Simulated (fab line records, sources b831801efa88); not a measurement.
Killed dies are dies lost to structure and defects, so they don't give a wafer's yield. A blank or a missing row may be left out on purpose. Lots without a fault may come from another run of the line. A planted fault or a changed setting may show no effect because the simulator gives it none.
Problem report in the 8D (eight disciplines) form, filled by code | flow sky130 | the parts of the form that need people (team, actions taken, sign-off) are left out

1. THE PROBLEM
bias_w at SKY_VIA1_ETCH_14 reads a mean of 76.55 W on 1 wafer of 1 lot; wafers without a fault read 99.95 W with a standard deviation of 0.3. That is -78 standard deviations from the usual mean.
The step: etches BARC in N2/H2, stops on SiO2, time 45.9 s, target depth 60 nm.
First seen on wafer L619.6, day 35 21:00, on rie_diel-04. The record holds 15 wafers of 5 lots with a number at this step. Rule for "out", or "out of limits": more than 4 standard deviations from the usual mean. The other wafers with a number count as sound.

2. WHAT IT IS AND WHAT IT IS NOT
question                    | is                | is not
which readings at this step | bias_w            | drypump_motor_current_A, oes_product_au, throttle_valve_pct
which lots                  | L619              | L628, L629, L633, L636
which wafers of those lots  | L619.6            | L619.2, L619.3
read on which tools         | rie_diel-04       | rie_diel-02, rie_diel-03
when                        | from day 35 21:00 | up to then (2 sound wafers); but 12 sound wafers of L628, L629, L633, L636 came after

3. SUSPECTS, AND WHAT RULES EACH OUT
Counting: a tool at a process step up to the reading stays a suspect if it ran every lot that is out. Sound lots after the first of them don't rule it out here, since some wafers of a struck lot are sound.
- cmp-01 at SKY_VIA1_CMP_02 (polishes SiO2): kept. It ran the lot that is out, L619 (day 34 18:20).
- rie_diel-04 at SKY_VIA1_ETCH_14 (etches BARC in N2/H2, stops on SiO2, time 45.9 s, target depth 60 nm): kept. It ran the lot that is out, L619 (day 35 21:00). Its own readings are out on those wafers: bias_w.
- Within rie_diel-04 at SKY_VIA1_ETCH_14: the wafers that are out ran in chamber 2; their sound lot-mates ran in chambers 0, 3.
Left after counting: cmp-01 at SKY_VIA1_CMP_02, rie_diel-04 at SKY_VIA1_ETCH_14.

4. THE CAUSE (what the simulator had put in)
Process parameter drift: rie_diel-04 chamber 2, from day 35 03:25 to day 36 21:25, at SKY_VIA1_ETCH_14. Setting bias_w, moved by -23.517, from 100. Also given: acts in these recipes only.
Counting left 2 suspects, and this tool is among them.

5. THE CHAIN OF EFFECTS, in route order
Each row: a reading whose mean over the struck wafers that have a number lies more than 3 standard deviations from the usual. Only readings for which the record gives a usual standard deviation are gone through. hours: the time from each lot's start at the first step in this table that gives one to its start at this step, as a median over the lots. sigmas: the change in usual standard deviations.
hours | step             | reading | usual   | on struck wafers | change | sigmas
0     | SKY_VIA1_ETCH_14 | bias_w  | 99.95 W | 76.55            | -23.40 | -78
The process steps in it:
- SKY_VIA1_ETCH_14: etches BARC in N2/H2, stops on SiO2, time 45.9 s, target depth 60 nm.

6. WHAT WOULD HAVE CAUGHT IT SOONER
In this record the first reading out of limits was taken at day 35 21:00, 18 hours after the fault began at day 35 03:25.
